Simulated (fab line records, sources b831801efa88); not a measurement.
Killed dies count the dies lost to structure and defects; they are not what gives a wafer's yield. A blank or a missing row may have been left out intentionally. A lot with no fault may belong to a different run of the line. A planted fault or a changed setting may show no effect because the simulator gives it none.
Check of tool commonality	flow gf180mcu	Lots sampled 14, wafers sampled 42

## THE REASON FOR OPENING IT
Of 14 lots, 2 have the reading DUAL_GATE_OXIDATION_00_THK flagged at GF_DUAL_GATE_THK_MEAS_03. Fault-free wafers read 10.87 nm, with a standard deviation of 0.24.
Rule: a lot is flagged when every wafer of it that has a number lies more than 4 standard deviations from that mean, or none has a number. As for the other lots, they are considered sound.

lot	measured	on	DUAL_GATE_OXIDATION_00_THK (nm), wafer by wafer	flag
L511	day 7 23:58	film_metro-04	11.00 10.94 11.02	
L510	day 7 23:58	film_metro-03	11.08 11.10 11.22	
L512	day 8 07:02	film_metro-04	11.26 11.18 11.32	
L514	day 8 16:29	film_metro-01	10.78 10.83 10.77	
L520	day 10 16:33	film_metro-04	10.44 10.53 10.75	
L521	day 10 21:58	film_metro-03	12.12 12.32 12.21	FLAGGED
L522	day 10 23:24	film_metro-04	12.04 12.01 11.97	FLAGGED
L523	day 11 08:04	film_metro-03	11.17 11.36 11.52	
L524	day 11 14:37	film_metro-04	10.79 10.83 10.72	
L526	day 12 10:22	film_metro-03	10.45 10.70 10.79	
L528	day 12 20:02	film_metro-04	10.84 10.89 10.88	
L529	day 13 04:58	film_metro-03	10.85 10.93 11.04	
L532	day 13 21:02	film_metro-04	11.06 11.00 10.99	
L533	day 14 05:38	film_metro-04	10.83 10.75 10.67	
The numbers of the flagged lots are 12.11 nm on average: +1.24 nm against the usual, or +5 standard deviations.

## WHICH TOOL EACH LOT WENT THROUGH
The record holds 1 process step before the reading, out of a route of 602 steps. Each cell gives the tool, then ch followed by the chambers the sampled wafers passed through, then the start.
lot	flag	GF_DUAL_GATE_OXIDATION_02
L511		furnace-01 ch 0, day 7 22:31
L510		furnace-01 ch 0, day 7 22:31
L512		furnace-01 ch 0, day 8 05:36
L514		furnace-02 ch 0, day 8 15:02
L520		furnace-01 ch 0, day 10 15:07
L521	FLAGGED	furnace-01 ch 0, day 10 20:31
L522	FLAGGED	furnace-01 ch 0, day 10 21:58
L523		furnace-02 ch 0, day 11 06:37
L524		furnace-02 ch 0, day 11 13:09
L526		furnace-02 ch 0, day 12 08:55
L528		furnace-02 ch 0, day 12 18:34
L529		furnace-02 ch 0, day 13 03:31
L532		furnace-01 ch 0, day 13 19:35
L533		furnace-01 ch 0, day 14 04:07
What is done by these steps:
- GF_DUAL_GATE_OXIDATION_02: stabilise 600 s, purge 300 s, target thk 10.887 nm.
- GF_DUAL_GATE_THK_MEAS_03

## FLAGGED OVER TOTAL, TOOL BY TOOL (the gauges that took the reading come last)
step	tool	lots run	flagged	share of the flagged lots	sound lots run after its first flagged lot
GF_DUAL_GATE_OXIDATION_02	furnace-01	8	2	all	2 (L532,L533)
GF_DUAL_GATE_OXIDATION_02	furnace-02	6	0	none	-
GF_DUAL_GATE_THK_MEAS_03	film_metro-01	1	0	none	-
GF_DUAL_GATE_THK_MEAS_03	film_metro-03	5	1	some	3 (L523,L526,L529)
GF_DUAL_GATE_THK_MEAS_03	film_metro-04	8	1	some	4 (L524,L528,L532,L533)

## WHAT THE TABLE ALLOWS
In the table, 1 row covers all flagged lots: furnace-01 at GF_DUAL_GATE_OXIDATION_02.
- furnace-01 at GF_DUAL_GATE_OXIDATION_02 ran 8 lots, 2 of them flagged. Sound lots followed the first flagged one (L532, L533) on it, something a lasting fault affecting the whole tool could not allow.
There is no row in the table that ran each flagged lot and no sound lot after the first.

## WHAT THE SIMULATOR HAD PUT IN
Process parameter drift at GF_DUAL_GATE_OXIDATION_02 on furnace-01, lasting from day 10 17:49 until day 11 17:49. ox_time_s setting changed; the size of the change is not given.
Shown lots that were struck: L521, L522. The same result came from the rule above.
